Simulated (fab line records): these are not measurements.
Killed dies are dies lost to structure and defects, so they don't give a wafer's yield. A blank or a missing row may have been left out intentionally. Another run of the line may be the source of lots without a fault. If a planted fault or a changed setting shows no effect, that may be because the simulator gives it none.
fab line records + flow sky130
[record]
- lots = 7
- wafers = 19
- last-day = 50
route steps=708 shown METAL5@675 PASSIVATION@681 PAD_OPEN@694
lots that met no fault: taken from a fault-free run of the same line
start-h: hours from the record's first day to the start of the lot's first wafer shown + wait-h: time in hours since the lot's previous step + " same as the row above + L1.1+2: several wafers, shown together as one row + - no value, or no start given + * or withheld: withheld + < > ~ a bound
route shown NAME@n: a module of which the file shows steps, and the number in the route of the first + usual: mean and standard deviation over wafers with no fault + same: alike in all rows + chamber/n: place in a boat + sites: per-site readings + _std_site: standard deviation across them + _edge_site: outer sites' mean less inner sites' + radius-mm: for every site, how far away it sits from the centre of the wafer + mask NAME#n: copy n + behind: the most recent tool/chamber to have shaped the wafer + hold: why the lot went on hold/how many hours it stayed there/how the hold came to an end + device: the transistor (n, p or np) that didn't switch + end of line: the tests these same wafers got at the end of their route + where a step has no rows: the recipe by itself + killed: count of dies lost to structure and defects at first sort (not the wafer's yield) + map: the dies of a wafer, with x for killed, . for not killed, _ for no die there
set.NAME: the run value of the setting; set.NAME@STEP: its run value at that earlier step + model.NAME: the simulator's own value behind a step, which no gauge read
a table for each step, a row for each wafer; lots at some steps of the route
services: when a tool's chamber went out of use (start-h, in hours from the record's first day, below 0 if earlier), for how many hours, and the reason
[[steps]]
[step SKY_METAL5_DESCUM_14]
[recipe]
- chemistry = O2
- source-power-w = 150
- bias-power-w = 0
- pressure-mtorr = 10
- temp-c = 40
- time-s = 11
[usual]
- drypump-motor-current-A = 5.75/0.26
- oes-product-au = 0.997/0.0086
| lot.wafer | tool         | chamber | start-h | wait-h | drypump-motor-current-A | oes-product-au | rf-hours-counter-h |
|-----------|--------------|---------|---------|--------|-------------------------|----------------|--------------------|
| L389.2    | rie-metal-03 | 0       | 1046.21 | 0.1    | 5.66                    | 0.999          | 1                  |
| L389.3    | "            | 0       | "       | "      | 5.70                    | 0.985          | -                  |
| L389.6    | "            | 0       | "       | "      | 5.70                    | 0.995          | -                  |
| L392.2    | rie-metal-03 | 1       | 1064.86 | 0.1    | 6.26                    | 1.007          | 10                 |
| L392.3    | "            | 1       | "       | "      | 6.27                    | 0.997          | -                  |
| L392.4    | "            | 0       | "       | "      | 5.74                    | 1.007          | -                  |
| L401.3    | rie-metal-04 | 0       | 1124.43 | 0.1    | 5.75                    | 0.985          | -                  |
| L401.6    | "            | 0       | "       | "      | 5.74                    | 0.988          | -                  |
| L402.2    | rie-metal-04 | 1       | 1125.81 | 0.1    | 5.43                    | 1.013          | 19                 |
| L402.3    | "            | 1       | "       | "      | 5.44                    | 1.009          | -                  |
| L404.2    | rie-metal-01 | 1       | 1137.21 | 0.1    | 5.79                    | 0.999          | 13                 |
| L404.3    | "            | 0       | "       | "      | 5.51                    | 0.990          | -                  |
| L404.4    | "            | 1       | "       | "      | 5.81                    | 0.995          | -                  |
| L407.1    | rie-metal-01 | 1       | 1149.81 | 0.1    | 5.81                    | 0.997          | 15                 |
| L407.5    | "            | 1       | "       | "      | 5.78                    | 0.998          | -                  |
| L407.6    | "            | 0       | "       | "      | 5.49                    | 1.001          | -                  |
| L409.1    | rie-metal-04 | 0       | 1161.92 | 0.1    | 5.74                    | 0.985          | 24                 |
| L409.4    | "            | 1       | "       | "      | 5.45                    | 1.007          | -                  |
| L409.5    | "            | 0       | "       | "      | 5.71                    | 0.974          | -                  |
[step SKY_METAL5_METAL_ETCH_15]
[recipe]
- target-depth-a = 12600
- stop-on = SiO2
- over-etch-frac = 0.2
- time-s = 252
- chemistry = Cl2/BCl3
- resist-sidewall-deg = 86
- pressure-mtorr = 10
- icp-w = 900
- bias-w = 48.5
- Cl2_flow_sccm = 60
- bcl3-flow-sccm = 30
[usual]
- drypump-motor-current-A = 5.75/0.26
- oes-product-au = 0.894/0.0047
- throttle-valve-pct = 22.264/0.0088
| lot.wafer | tool         | chamber | start-h | wait-h | drypump-motor-current-A | oes-product-au | rf-hours-counter-h | throttle-valve-pct |
|-----------|--------------|---------|---------|--------|-------------------------|----------------|--------------------|--------------------|
| L389.2    | rie-metal-03 | 0       | 1046.25 | 0.0    | 5.73                    | 0.898          | 1                  | 22.277             |
| L389.3    | "            | 0       | "       | "      | 5.73                    | 0.897          | -                  | 22.257             |
| L389.6    | "            | 0       | "       | "      | 5.71                    | 0.895          | -                  | 22.245             |
| L392.2    | rie-metal-03 | 1       | 1064.90 | 0.0    | 6.27                    | 0.897          | 10                 | 22.259             |
| L392.3    | "            | 1       | "       | "      | 6.26                    | 0.889          | -                  | 22.282             |
| L392.4    | "            | 0       | "       | "      | 5.75                    | 0.900          | -                  | 22.261             |
| L401.3    | rie-metal-04 | 0       | 1124.53 | 0.1    | 5.75                    | 0.902          | -                  | 22.267             |
| L401.6    | "            | 0       | "       | "      | 5.73                    | 0.899          | -                  | 22.264             |
| L402.2    | rie-metal-04 | 1       | 1125.85 | 0.0    | 5.39                    | 0.896          | 19                 | 22.271             |
| L402.3    | "            | 1       | "       | "      | 5.41                    | 0.900          | -                  | 22.252             |
| L404.2    | rie-metal-01 | 1       | 1137.25 | 0.0    | 5.79                    | 0.888          | 13                 | 22.261             |
| L404.3    | "            | 0       | "       | "      | 5.50                    | 0.893          | -                  | 22.270             |
| L404.4    | "            | 1       | "       | "      | 5.81                    | 0.894          | -                  | 22.261             |
| L407.1    | rie-metal-01 | 1       | 1149.85 | 0.0    | 5.81                    | 0.898          | 15                 | 22.259             |
| L407.5    | "            | 1       | "       | "      | 5.79                    | 0.888          | -                  | 22.253             |
| L407.6    | "            | 0       | "       | "      | 5.51                    | 0.900          | -                  | 22.272             |
| L409.1    | rie-metal-04 | 0       | 1161.95 | 0.0    | 5.75                    | 0.895          | 24                 | 22.272             |
| L409.4    | "            | 1       | "       | "      | 5.44                    | 0.890          | -                  | 22.261             |
| L409.5    | "            | 0       | "       | "      | 5.76                    | 0.896          | -                  | 22.263             |
[step SKY_METAL5_STRIP_16]
[recipe]
- chemistry = O2/N2
- power-w = 1400
- pressure-mtorr = 1500
- platen-temp-c = withheld
- o2-flow-sccm = 3000
- n2-flow-sccm = 300
- overash-fraction = 0.5
[usual]
- drypump-motor-current-A = 5.6/0.45
- oes-product-au = 0.709/0.0045
- strip-time-to-endpoint-s = 13.08/0.12
| lot.wafer | tool            | chamber | start-h | wait-h | drypump-motor-current-A | oes-product-au | rf-hours-counter-h | strip-time-to-endpoint-s |
|-----------|-----------------|---------|---------|--------|-------------------------|----------------|--------------------|--------------------------|
| L389.2    | plasma-asher-04 | 0       | 1046.48 | 0.2    | 4.8                     | 0.709          | 29                 | 13.12                    |
| L389.3    | "               | 1       | "       | "      | 5.9                     | 0.708          | -                  | 13.16                    |
| L389.6    | "               | 0       | "       | "      | 4.8                     | 0.703          | -                  | 13.15                    |
| L392.2    | plasma-asher-02 | 0       | 1065.13 | 0.2    | 6.0                     | 0.710          | 0                  | 12.86                    |
| L392.3    | "               | 0       | "       | "      | 6.0                     | 0.709          | -                  | 12.84                    |
| L392.4    | "               | 1       | "       | "      | 5.5                     | 0.711          | -                  | 12.92                    |
| L401.3    | plasma-asher-04 | 0       | 1124.72 | 0.1    | 4.8                     | 0.716          | -                  | 13.24                    |
| L401.6    | "               | 1       | "       | "      | 5.9                     | 0.714          | -                  | 13.28                    |
| L402.2    | plasma-asher-03 | 0       | 1126.08 | 0.2    | 6.0                     | 0.701          | 68                 | 13.03                    |
| L402.3    | "               | 1       | "       | "      | 5.7                     | 0.712          | -                  | 13.10                    |
| L404.2    | plasma-asher-02 | 0       | 1137.48 | 0.2    | 6.0                     | 0.708          | 6                  | 13.19                    |
| L404.3    | "               | 0       | "       | "      | 6.0                     | 0.715          | -                  | 13.10                    |
| L404.4    | "               | 1       | "       | "      | 5.6                     | 0.719          | -                  | 13.20                    |
| L407.1    | plasma-asher-04 | 1       | 1150.08 | 0.2    | 5.9                     | 0.715          | 40                 | 13.14                    |
| L407.5    | "               | 0       | "       | "      | 4.8                     | 0.706          | -                  | 13.09                    |
| L407.6    | "               | 1       | "       | "      | 5.9                     | 0.703          | -                  | 13.07                    |
| L409.1    | plasma-asher-04 | 0       | 1162.19 | 0.2    | 4.8                     | 0.716          | 41                 | 13.11                    |
| L409.4    | "               | 0       | "       | "      | 4.8                     | 0.705          | -                  | 12.86                    |
| L409.5    | "               | 1       | "       | "      | 5.9                     | 0.705          | -                  | 13.24                    |
[step SKY_METAL5_STRIP_17]
[recipe]
- chemistry = post-etch-residue-remover
- time-s = 1200
- temp-c = 72.5
[step SKY_METAL5_CLEAN_18]
[recipe]
- chemistry = IPA
- time-s = 180
- temp-c = 25
[step SKY_METAL5_CLEAN_19]
[recipe]
- chemistry = O3/DIW
- dry = n2-spin
[step SKY_PASSIVATION_CVD_00]
[recipe]
- material = SiO2
- target-thk-nm = 90
- temp-c = 400
- time-s = withheld
- rf-w = 600
[usual]
- heater-power-w = 691/100
| lot.wafer | tool     | chamber | start-h | wait-h | heater-power-w |
|-----------|----------|---------|---------|--------|----------------|
| L389.2    | pecvd-01 | 1       | 1047.08 | 0.0    | 635            |
| L389.3    | "        | 2       | "       | "      | 758            |
| L389.6    | "        | 2       | "       | "      | 780            |
| L392.2    | pecvd-01 | 0       | 1065.73 | 0.0    | 695            |
| L392.3    | "        | 1       | "       | "      | 570            |
| L392.4    | "        | 0       | "       | "      | 684            |
| L401.3    | pecvd-01 | 2       | 1125.28 | 0.0    | 800            |
| L401.6    | "        | 0       | "       | "      | 648            |
| L402.2    | pecvd-03 | 0       | 1126.79 | 0.0    | 693            |
| L402.3    | "        | 2       | "       | "      | 574            |
| L404.2    | pecvd-02 | 0       | 1138.11 | 0.0    | 701            |
| L404.3    | "        | 2       | "       | "      | 791            |
| L404.4    | "        | 0       | "       | "      | 716            |
| L407.1    | pecvd-01 | 1       | 1150.71 | 0.0    | 531            |
| L407.5    | "        | 2       | "       | "      | 685            |
| L407.6    | "        | 0       | "       | "      | 693            |
| L409.1    | pecvd-02 | 2       | 1162.78 | 0.0    | 725            |
| L409.4    | "        | 1       | "       | "      | 619            |
| L409.5    | "        | 0       | "       | "      | 685            |
[step SKY_PASSIVATION_THK_MEAS_01]
[recipe]
- reads = SiO2_of_PASSIVATION_CVD_00
[usual]
- PASSIVATION_CVD_00_THK = 90.5/1.2
| lot.wafer | tool          | chamber | start-h | wait-h | PASSIVATION_CVD_00_THK[nm] |
|-----------|---------------|---------|---------|--------|----------------------------|
| L389.2    | film-metro-03 | -       | 1047.11 | -      | 90.0                       |
| L389.3    | "             | -       | "       | "      | 89.5                       |
| L389.6    | "             | -       | "       | "      | 91.4                       |
| L392.2    | film-metro-02 | -       | 1065.76 | -      | 89.0                       |
| L392.3    | "             | -       | "       | "      | 89.5                       |
| L392.4    | "             | -       | "       | "      | 91.3                       |
| L401.3    | film-metro-04 | -       | 1125.32 | -      | 90.1                       |
| L401.6    | "             | -       | "       | "      | 91.9                       |
| L402.2    | film-metro-04 | -       | 1126.82 | -      | 91.5                       |
| L402.3    | "             | -       | "       | "      | 90.8                       |
| L404.2    | film-metro-04 | -       | 1138.14 | -      | 90.2                       |
| L404.3    | "             | -       | "       | "      | 89.6                       |
| L404.4    | "             | -       | "       | "      | 90.3                       |
| L407.1    | film-metro-03 | -       | 1150.73 | -      | 90.8                       |
| L407.5    | "             | -       | "       | "      | 90.8                       |
| L407.6    | "             | -       | "       | "      | 91.8                       |
| L409.1    | film-metro-04 | -       | 1162.80 | -      | 90.3                       |
| L409.4    | "             | -       | "       | "      | 90.6                       |
| L409.5    | "             | -       | "       | "      | 90.6                       |
[step SKY_PASSIVATION_CVD_02]
[recipe]
- material = Si3N4
- target-thk-nm = 540
- temp-c = 400
- time-s = withheld
- rf-w = 450
[usual]
- heater-power-w = 733/92
| lot.wafer | tool     | chamber | start-h | wait-h | heater-power-w |
|-----------|----------|---------|---------|--------|----------------|
| L389.2    | pecvd-03 | 2       | 1047.16 | 0.0    | 551            |
| L389.3    | "        | 1       | "       | "      | 819            |
| L389.6    | "        | 2       | "       | "      | 583            |
| L392.2    | pecvd-03 | 0       | 1065.81 | 0.0    | 776            |
| L392.3    | "        | 2       | "       | "      | 574            |
| L392.4    | "        | 2       | "       | "      | 608            |
| L401.3    | pecvd-03 | 1       | 1125.36 | 0.0    | 885            |
| L401.6    | "        | 1       | "       | "      | 932            |
| L402.2    | pecvd-02 | 1       | 1126.87 | 0.0    | 672            |
| L402.3    | "        | 0       | "       | "      | 694            |
| L404.2    | pecvd-01 | 2       | 1138.19 | 0.0    | 860            |
| L404.3    | "        | 2       | "       | "      | 874            |
| L404.4    | "        | 0       | "       | "      | 613            |
| L407.1    | pecvd-02 | 1       | 1150.79 | 0.1    | 690            |
| L407.5    | "        | 2       | "       | "      | 790            |
| L407.6    | "        | 1       | "       | "      | 723            |
| L409.1    | pecvd-03 | 2       | 1162.86 | 0.1    | 673            |
| L409.4    | "        | 1       | "       | "      | 917            |
| L409.5    | "        | 2       | "       | "      | 523            |
[step SKY_PASSIVATION_THK_MEAS_03]
[recipe]
- reads = Si3N4_of_PASSIVATION_CVD_02
[usual]
- PASSIVATION_CVD_02_THK = 540/7.5
| lot.wafer | tool          | chamber | start-h | wait-h | PASSIVATION_CVD_02_THK[nm] |
|-----------|---------------|---------|---------|--------|----------------------------|
| L389.2    | film-metro-04 | -       | 1047.40 | -      | 545                        |
| L389.3    | "             | -       | "       | "      | 538                        |
| L389.6    | "             | -       | "       | "      | 541                        |
| L392.2    | film-metro-02 | -       | 1066.05 | -      | 534                        |
| L392.3    | "             | -       | "       | "      | 536                        |
| L392.4    | "             | -       | "       | "      | 534                        |
| L401.3    | film-metro-03 | -       | 1125.61 | -      | 524                        |
| L401.6    | "             | -       | "       | "      | 538                        |
| L402.2    | film-metro-04 | -       | 1127.11 | -      | 542                        |
| L402.3    | "             | -       | "       | "      | 538                        |
| L404.2    | film-metro-03 | -       | 1138.54 | -      | 534                        |
| L404.3    | "             | -       | "       | "      | 538                        |
| L404.4    | "             | -       | "       | "      | 551                        |
| L407.1    | film-metro-04 | -       | 1151.01 | -      | 543                        |
| L407.5    | "             | -       | "       | "      | 558                        |
| L407.6    | "             | -       | "       | "      | 548                        |
| L409.1    | film-metro-02 | -       | 1163.09 | -      | 534                        |
| L409.4    | "             | -       | "       | "      | 534                        |
| L409.5    | "             | -       | "       | "      | 544                        |
[step SKY_PASSIVATION_DEHYDRATE_04]
[recipe]
- temp-c = 200
- time-s = 60
[step SKY_PASSIVATION_HMDS_05]
[recipe]
- prime-time-s = 60
- prime-temp-c = 120
[step SKY_PASSIVATION_COAT_06]
[recipe]
- spin-rpm = 2000
- resist-thk-nm = 3000
[usual]
- exhaust-pa = 45.0/0.82
- resist-line-temp-C = 23.00/0.095
| lot.wafer | tool           | chamber | start-h | wait-h | exhaust-pa | resist-line-temp-C | model.coat_of_PASSIVATION_COAT_06.thk-nm |
|-----------|----------------|---------|---------|--------|------------|--------------------|------------------------------------------|
| L389.2    | litho-track-03 | 0       | 1058.19 | 0.1    | 44.1       | 22.96              | 2989                                     |
| L389.3    | "              | 0       | "       | "      | 43.9       | 23.11              | 2998                                     |
| L389.6    | "              | 0       | "       | "      | 44.5       | 22.94              | 3000                                     |
| L392.2    | litho-track-04 | 0       | 1076.70 | 0.1    | 43.3       | 23.02              | 3003                                     |
| L392.3    | "              | 0       | "       | "      | 44.7       | 22.79              | 3000                                     |
| L392.4    | "              | 0       | "       | "      | 43.8       | 22.89              | 2997                                     |
| L401.3    | litho-track-03 | 0       | 1134.46 | 0.1    | 46.0       | 23.07              | 3003                                     |
| L401.6    | "              | 0       | "       | "      | 44.7       | 23.00              | 3177                                     |
| L402.2    | litho-track-03 | 0       | 1136.24 | 0.1    | 46.0       | 23.00              | 3171                                     |
| L402.3    | "              | 0       | "       | "      | 45.8       | 22.94              | 3007                                     |
| L404.2    | litho-track-03 | 0       | 1146.44 | 0.1    | 46.1       | 23.13              | 3170                                     |
| L404.3    | "              | 0       | "       | "      | 45.0       | 23.17              | 3004                                     |
| L404.4    | "              | 0       | "       | "      | 45.5       | 22.91              | 2995                                     |
| L407.1    | litho-track-04 | 0       | 1160.27 | 0.1    | 45.7       | 23.07              | 3020                                     |
| L407.5    | "              | 0       | "       | "      | 45.6       | 23.16              | 3017                                     |
| L407.6    | "              | 0       | "       | "      | 45.6       | 23.06              | 3014                                     |
| L409.1    | litho-track-02 | 0       | 1171.44 | 0.1    | 44.7       | 22.95              | 2991                                     |
| L409.4    | "              | 0       | "       | "      | 44.4       | 22.91              | 2983                                     |
| L409.5    | "              | 0       | "       | "      | 43.8       | 22.90              | 2990                                     |
[step SKY_PASSIVATION_SOFTBAKE_07]
[recipe]
- temp-c = 110
- time-s = withheld
[step SKY_PASSIVATION_EXPOSE_08]
[recipe]
- mask-id = NSM
- target-cd-nm = 3000
- na = 0.57
- dose-mj = 260
[step SKY_PASSIVATION_PEB_09]
[recipe]
- temp-c = 115
- time-s = withheld
[step SKY_PASSIVATION_DEVELOP_10]
[recipe]
- develop-time-s = 60
- dev-temp-c = 23
[step SKY_PASSIVATION_ETCH_11]
[recipe]
- chemistry = CF4/O2
- target-depth-nm = 725
- stop-on = AlCu
- source-w = 800
- bias-w = 150
- pressure-mtorr = 150
- cf4-flow-sccm = 80
- O2_flow_sccm = 10
- time-s = 161.1
[usual]
- cf4-flow-sccm = 80.01/0.21
- drypump-motor-current-A = 5.8/0.44
- oes-product-au = 0.977/0.0079
- throttle-valve-pct = 5.965/0.011
| lot.wafer | tool        | chamber | start-h | wait-h | cf4-flow-sccm | drypump-motor-current-A | oes-product-au | rf-hours-counter-h | throttle-valve-pct | model.coat_of_PASSIVATION_COAT_06.thk-nm |
|-----------|-------------|---------|---------|--------|---------------|-------------------------|----------------|--------------------|--------------------|------------------------------------------|
| L389.2    | rie-diel-01 | 2       | 1069.26 | -      | 79.75         | 6.3                     | 0.980          | 12                 | 5.974              | 2502                                     |
| L389.3    | "           | 0       | "       | "      | 80.08         | 5.7                     | 0.981          | 12                 | 5.958              | 2515                                     |
| L389.6    | "           | 0       | "       | "      | 80.27         | 5.7                     | 0.975          | -                  | 5.945              | 2524                                     |
| L392.2    | rie-diel-04 | 1       | 1087.32 | -      | 79.95         | 5.6                     | 0.964          | 26                 | 5.961              | 2524                                     |
| L392.3    | "           | 0       | "       | "      | 79.82         | 6.3                     | 0.978          | 11                 | 5.958              | 2510                                     |
| L392.4    | "           | 2       | "       | "      | 80.17         | 5.6                     | 0.978          | 9                  | 5.943              | 2524                                     |
| L401.3    | rie-diel-04 | 3       | 1144.14 | -      | 80.27         | 5.1                     | 0.971          | 26                 | 5.958              | 2517                                     |
| L401.6    | "           | 3       | "       | "      | 80.07         | 5.1                     | 0.975          | -                  | 5.965              | 2695                                     |
| L402.2    | rie-diel-02 | 1       | 1145.76 | -      | 79.96         | 5.9                     | 0.980          | 20                 | 5.968              | 2690                                     |
| L402.3    | "           | 3       | "       | "      | 79.86         | 5.3                     | 0.975          | 6                  | 5.973              | 2531                                     |
| L404.2    | rie-diel-04 | 0       | 1155.92 | -      | 79.90         | 6.3                     | 0.976          | 14                 | 5.973              | 2680                                     |
| L404.3    | "           | 3       | "       | "      | 79.90         | 5.1                     | 0.973          | 26                 | 5.972              | 2524                                     |
| L404.4    | "           | 1       | "       | "      | 80.11         | 5.6                     | 0.973          | 28                 | 5.952              | 2520                                     |
| L407.1    | rie-diel-04 | 0       | 1168.52 | -      | 79.89         | 6.3                     | 0.987          | 15                 | 5.988              | 2524                                     |
| L407.5    | "           | 0       | "       | "      | 80.14         | 6.3                     | 1.004          | -                  | 5.980              | 2522                                     |
| L407.6    | "           | 1       | "       | "      | 80.15         | 5.6                     | 0.981          | -                  | 5.982              | 2535                                     |
| L409.1    | rie-diel-02 | 1       | 1179.97 | -      | 80.28         | 5.9                     | 0.983          | 21                 | 5.970              | 2499                                     |
| L409.4    | "           | 2       | "       | "      | 79.94         | 5.2                     | 0.977          | 18                 | 5.934              | 2511                                     |
| L409.5    | "           | 0       | "       | "      | 79.79         | 6.2                     | 0.981          | -                  | 5.964              | 2500                                     |
[step SKY_PASSIVATION_STRIP_12]
[recipe]
- chemistry = O2/N2
- power-w = 1400
- pressure-mtorr = 1500
- platen-temp-c = withheld
- overash-fraction = 0.7
- o2-flow-sccm = 3000
- n2-flow-sccm = 300
[usual]
- drypump-motor-current-A = 5.6/0.45
- oes-product-au = 0.661/0.0046
- strip-time-to-endpoint-s = 31.56/0.15
| lot.wafer | tool            | chamber | start-h | wait-h | drypump-motor-current-A | oes-product-au | rf-hours-counter-h | strip-time-to-endpoint-s |
|-----------|-----------------|---------|---------|--------|-------------------------|----------------|--------------------|--------------------------|
| L389.2    | plasma-asher-01 | 1       | 1069.37 | 0.1    | 5.9                     | 0.658          | 98                 | 31.34                    |
| L389.3    | "               | 1       | "       | "      | 5.9                     | 0.659          | -                  | 31.50                    |
| L389.6    | "               | 0       | "       | "      | 5.9                     | 0.666          | -                  | 31.61                    |
| L392.2    | plasma-asher-01 | 0       | 1087.43 | 0.1    | 5.9                     | 0.660          | 99                 | 31.61                    |
| L392.3    | "               | 0       | "       | "      | 5.9                     | 0.657          | -                  | 31.42                    |
| L392.4    | "               | 1       | "       | "      | 6.0                     | 0.667          | -                  | 31.63                    |
| L401.3    | plasma-asher-02 | 0       | 1144.28 | 0.1    | 6.0                     | 0.651          | -                  | 31.51                    |
| L401.6    | "               | 1       | "       | "      | 5.6                     | 0.659          | -                  | 33.58                    |
| L402.2    | plasma-asher-02 | 1       | 1145.87 | 0.1    | 5.6                     | 0.660          | 7                  | 33.51                    |
| L402.3    | "               | 0       | "       | "      | 6.0                     | 0.653          | -                  | 31.70                    |
| L404.2    | plasma-asher-04 | 1       | 1156.02 | 0.1    | 5.9                     | 0.657          | 40                 | 33.39                    |
| L404.3    | "               | 1       | "       | "      | 5.9                     | 0.662          | -                  | 31.61                    |
| L404.4    | "               | 0       | "       | "      | 4.8                     | 0.662          | -                  | 31.58                    |
| L407.1    | plasma-asher-02 | 0       | 1168.63 | 0.1    | 6.0                     | 0.660          | 10                 | 31.60                    |
| L407.5    | "               | 0       | "       | "      | 6.0                     | 0.674          | -                  | 31.59                    |
| L407.6    | "               | 1       | "       | "      | 5.6                     | 0.651          | -                  | 31.74                    |
| L409.1    | plasma-asher-02 | 0       | 1180.07 | 0.1    | 6.0                     | 0.661          | 11                 | 31.33                    |
| L409.4    | "               | 0       | "       | "      | 6.0                     | 0.665          | -                  | 31.47                    |
| L409.5    | "               | 1       | "       | "      | 5.6                     | 0.662          | -                  | 31.33                    |
[step SKY_PAD_OPEN_DEHYDRATE_00]
[recipe]
- temp-c = 200
- time-s = 60
[step SKY_PAD_OPEN_PROBE_99]
[usual]
- defect-limited-yield = 82.6/1.8
- killed_at_M0_to_M3 = 43/6.4
- killed_at_M4_up = 2.8/1.7
- killed-at-contacts = 24/5.5
- killed-at-front-end = 15/4
- killed-at-other = 0.3/0.54
- killed-dies = 86/9.1
- killed-open = 47/6.6
- killed-short = 39/6.2
- sort_bin_3_pad_short = 0.9/0.45
- sort_bin_5_function = 10.4/1.4
- sort_bin_6_memory = 6.2/1.1
- sort-n-pass = 406/9.1
- sort-yield-pct = 82.6/1.8
[same]
- gross-dies = 492
- killed-at-back-side = 0
- sort_bin_4_leakage[%] = 0
- sort_bin_8_speed[%] = 0
| lot.wafer | tool      | chamber | start-h | wait-h | defect-limited-yield[%] | killed_at_M0_to_M3 | killed_at_M4_up | killed-at-contacts | killed-at-front-end | killed-at-other | killed-dies | killed-open | killed-short | sort_bin_3_pad_short[%] | sort_bin_5_function[%] | sort_bin_6_memory[%] | sort-n-pass | sort-yield-pct[%] |
|-----------|-----------|---------|---------|--------|-------------------------|--------------------|-----------------|--------------------|---------------------|-----------------|-------------|-------------|--------------|-------------------------|------------------------|----------------------|-------------|-------------------|
| L401.3    | prober-01 | -       | 1164.06 | 0.2    | 83.9                    | 46                 | 1               | 20                 | 12                  | 0               | 79          | 39          | 40           | 0.6                     | 8.5                    | 6.9                  | 413         | 83.9              |
| L401.6    | prober-01 | -       | 1164.21 | 0.2    | 82.9                    | 55                 | 1               | 15                 | 13                  | 0               | 84          | 45          | 39           | 0.8                     | 11.0                   | 5.3                  | 408         | 82.9              |
| L402.2    | prober-02 | -       | 1165.79 | 0.1    | 81.7                    | 49                 | 3               | 26                 | 11                  | 1               | 90          | 44          | 46           | 1.8                     | 9.8                    | 6.7                  | 402         | 81.7              |
| L402.3    | prober-02 | -       | 1165.84 | 0.2    | 85.6                    | 38                 | 2               | 18                 | 13                  | 0               | 71          | 40          | 31           | 2.0                     | 6.5                    | 5.9                  | 421         | 85.6              |
| L407.1    | prober-01 | -       | 1186.85 | 0.1    | 82.9                    | 37                 | 3               | 22                 | 22                  | 0               | 84          | 47          | 37           | 0.4                     | 9.6                    | 7.1                  | 408         | 82.9              |
| L407.5    | prober-01 | -       | 1187.05 | 0.2    | 83.5                    | 39                 | 2               | 23                 | 17                  | 0               | 81          | 41          | 40           | 0.8                     | 8.5                    | 7.1                  | 411         | 83.5              |
| L407.6    | prober-01 | -       | 1187.10 | 0.2    | 83.3                    | 40                 | 3               | 24                 | 15                  | 0               | 82          | 44          | 38           | 0.6                     | 9.8                    | 6.3                  | 410         | 83.3              |
// killed by level:class
L401.3 VIA1:geometric-particle:open=12 METAL2:geometric-particle:short=7 METAL1:geometric-particle:short=6 VIA1:geometric-particle:short=6 LOCAL_INTERCONNECT:geometric-particle:short=5 FIELD_ISO:geometric-particle:short=4 LI_CONTACT:geometric-particle:open=4 CONTACT:geometric-particle:open=4
L401.6 VIA1:geometric-particle:open=15 METAL2:geometric-particle:short=9 METAL1:geometric-particle:short=7 VIA1:geometric-particle:short=7 VIA3:geometric-particle:open=7 FIELD_ISO:geometric-particle:short=6 LI_CONTACT:geometric-particle:open=5 CONTACT:geometric-particle:open=5
L402.2 CONTACT:geometric-particle:open=13 VIA1:geometric-particle:short=11 METAL2:geometric-particle:short=10 VIA3:geometric-particle:open=6 LI_CONTACT:geometric-particle:open=5 VIA2:geometric-particle:open=5 VIA1:geometric-particle:open=5 CONTACT:geometric-particle:short=4
L402.3 LI_CONTACT:geometric-particle:open=9 METAL2:geometric-particle:short=8 VIA1:geometric-particle:open=8 CONTACT:geometric-particle:open=5 METAL2:geometric-particle:open=4 FIELD_ISO:geometric-particle:open=4 METAL1:geometric-particle:short=4 VIA2:geometric-particle:open=4
L407.1 VIA1:geometric-particle:open=10 FIELD_ISO:geometric-particle:open=8 CONTACT:geometric-particle:open=7 VIA2:geometric-particle:open=6 POLY_GATE:geometric-particle:short=5 METAL1:geometric-particle:short=5 LI_CONTACT:geometric-particle:open=4 CONTACT:geometric-particle:short=4
L407.5 VIA1:geometric-particle:open=9 LI_CONTACT:geometric-particle:open=7 FIELD_ISO:geometric-particle:open=6 METAL2:geometric-particle:short=6 FIELD_ISO:geometric-particle:short=5 LI_CONTACT:geometric-particle:short=5 CONTACT:geometric-particle:open=5 VIA1:geometric-particle:short=5
L407.6 CONTACT:geometric-particle:open=10 VIA1:geometric-particle:open=8 VIA3:geometric-particle:open=7 FIELD_ISO:geometric-particle:open=5 POLY_GATE:geometric-particle:open=5 CONTACT:geometric-particle:short=5 METAL2:geometric-particle:short=5 VIA2:geometric-particle:short=4
[[services]]
| tool            | chamber | start-h | hours | kind       |
|-----------------|---------|---------|-------|------------|
| pecvd-02        | -       | 1035.55 | 1.4   | repair     |
| plasma-asher-02 | -       | 1055.25 | 9.0   | pm         |
| plasma-asher-02 | 0       | 1055.25 | 9.0   | vent-cycle |
| plasma-asher-02 | 1       | 1055.25 | 9.0   | vent-cycle |
| plasma-asher-03 | -       | 1058.40 | 7.3   | repair     |
| rie-metal-01    | -       | 1063.77 | 1.4   | pm         |
| plasma-asher-02 | 0       | 1064.25 | -     | clean      |
| plasma-asher-02 | 1       | 1064.25 | -     | clean      |
| pecvd-01        | -       | 1066.46 | 6.0   | pm         |
| pecvd-03        | 0       | 1067.63 | 5.0   | repair     |
| rie-diel-01     | -       | 1072.86 | 14.6  | pm         |
| plasma-asher-01 | -       | 1073.37 | 6.3   | repair     |
| rie-diel-02     | -       | 1076.84 | 2.8   | pm         |
| pecvd-02        | 2       | 1090.34 | 4.9   | repair     |
| plasma-asher-02 | -       | 1096.15 | 5.8   | repair     |
| plasma-asher-01 | -       | 1104.59 | 0.6   | repair     |
| rie-diel-01     | 0       | 1114.03 | 8.5   | repair     |
| rie-diel-04     | 2       | 1117.73 | 9.7   | repair     |
| rie-diel-02     | 3       | 1120.14 | 1.6   | repair     |
| pecvd-01        | -       | 1125.87 | 5.5   | pm         |
| pecvd-01        | 1       | 1131.53 | 12.4  | repair     |
| plasma-asher-02 | -       | 1132.86 | 1.5   | repair     |
| plasma-asher-01 | -       | 1158.23 | 22.3  | repair     |
| plasma-asher-01 | -       | 1169.71 | 3.2   | repair     |
[[key]]
[first-sign]
- step = SKY_PASSIVATION_STRIP_12
- reading = strip-time-to-endpoint-s
- direction = up
- sigmas = 13
- usual = *
- struck = *
effect none on later readings
[model-effect]
- step = SKY_PASSIVATION_COAT_06
- value = coat_of_PASSIVATION_COAT_06.thk-nm
- without = 3010
- struck = 3173
[model-effect]
- step = SKY_PASSIVATION_ETCH_11
- value = coat_of_PASSIVATION_COAT_06.thk-nm
- without = 2526
- struck = 2688
met-at SKY_PASSIVATION_COAT_06
struck-wafers L401.6,L402.2,L404.2
onset-between 1058.19 1134.46
[fault]
- kind = process-parameter-drift
- tool = litho-track-03
- chamber = -
- onset-h = 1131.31
- steps = SKY_PASSIVATION_COAT_06
- channel = resist-thk-nm
- offset = 162.14
- shape = step
- end-h = 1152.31
- scope = struck-wafers-only
- acts-in = these-recipes-only
- stated = 3000
